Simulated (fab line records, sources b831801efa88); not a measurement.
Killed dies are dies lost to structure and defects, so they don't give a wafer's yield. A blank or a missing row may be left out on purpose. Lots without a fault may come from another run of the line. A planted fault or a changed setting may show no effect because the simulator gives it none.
Chamber matching | flow sky130 | SKY_LI_CONTACT_CMP_24 on cmp-01: 4 sister chambers
The step polishes, stops on PSG, t overpolish 20 s, target thk 0 nm. 4 wafers are shown with their chamber, then 7 later ones without.

WAFERS WITH THEIR CHAMBER
wafer  | chamber | motor_current_A (A)
L277.4 | 2       | 9.3
L284.5 | 1       | 11.5
L282.1 | 0       | 9.6
L282.4 | 3       | 8.9

WAFERS WITHOUT THEIR CHAMBER
wafer  | motor_current_A (A)
L282.5 | 9.9
L287.1 | 8.8
L287.4 | 9.5
L287.5 | 9.0
L291.2 | 8.8
L291.4 | 11.5
L291.5 | 10.7

WHICH CHAMBER EACH WENT THROUGH
wafer  | from the rows above          | in truth
L282.5 | can't be placed: 0 or 2      | 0
L287.1 | can't be placed: 3 or 2      | 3
L287.4 | can't be placed: 0 or 2 or 3 | 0
L287.5 | can't be placed: 3 or 2 or 0 | 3
L291.2 | can't be placed: 3 or 2      | 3
L291.4 | 1                            | 1
L291.5 | can't be placed: 1 or 0 or 2 | 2
Placed correctly: 1 of 7. Can't be placed from these rows: 6 (the true chamber is among the candidates in 6). Placed wrongly: 0.
How it was worked out, from the rows above alone: a wafer's distance from a chamber is the root of the sum, over the readings, of the square of ((its reading less the chamber's mean) divided by the reading's scatter). The wafer belongs to the nearest chamber; if the next one is less than 2 further off, it can't be placed. A chamber's mean is the mean of its shown wafers. The scatter: with one shown wafer a chamber, the root of the mean of the squares of how far each hidden wafer lies from its nearest shown one.
